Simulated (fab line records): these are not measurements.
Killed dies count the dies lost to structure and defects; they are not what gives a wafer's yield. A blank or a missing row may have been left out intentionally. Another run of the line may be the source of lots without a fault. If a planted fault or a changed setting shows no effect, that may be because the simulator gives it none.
Which tool is to blame? -- flow sky130 -- 6 lots, 18 wafers sampled, at 1 step of a route of 708

WHAT THE GAUGES SHOWED, per wafer
SKY_FIELD_ISO_THK_MEAS_04.
lot,measured,on,FIELD_ISO_CVD_03_THK (nm)
L706,day 2 07:56,filmMetro-03,164.3 164.1 163.8
L710,day 3 03:26,filmMetro-02,164.5 164.5 163.0
L715,day 4 01:35,filmMetro-01,166.1 167.7 166.8
L719,day 4 22:30,filmMetro-03,165.8 164.9 166.2
L724,day 5 22:35,filmMetro-02,167.0 167.4 166.5
L726,day 6 08:29,filmMetro-03,164.7 164.8 163.9

WHICH TOOL RAN EACH LOT (tool, then ch and the chambers of the sampled wafers, then the start)
The record holds no process step before these readings.

THE ANSWER, worked out from the rows above alone
Rule: usual is defined by the lots themselves. Put in order of their means at a reading, lots are off if they are a third of the lots or fewer, leave a main group of 4 or more, and stand apart from it by a gap of 3 or more times the standard deviation of the main group's means; of several such gaps the widest counts. Not used: any main group whose means are identical at the precision the tables above print for the reading. A lot without any number at a reading at which 4 lots or more have one is off too. The other lots that the step has rows for count as sound.
None of the lots is off at any reading shown; this tells nothing.

WHAT THE SIMULATOR HAD INSERTED
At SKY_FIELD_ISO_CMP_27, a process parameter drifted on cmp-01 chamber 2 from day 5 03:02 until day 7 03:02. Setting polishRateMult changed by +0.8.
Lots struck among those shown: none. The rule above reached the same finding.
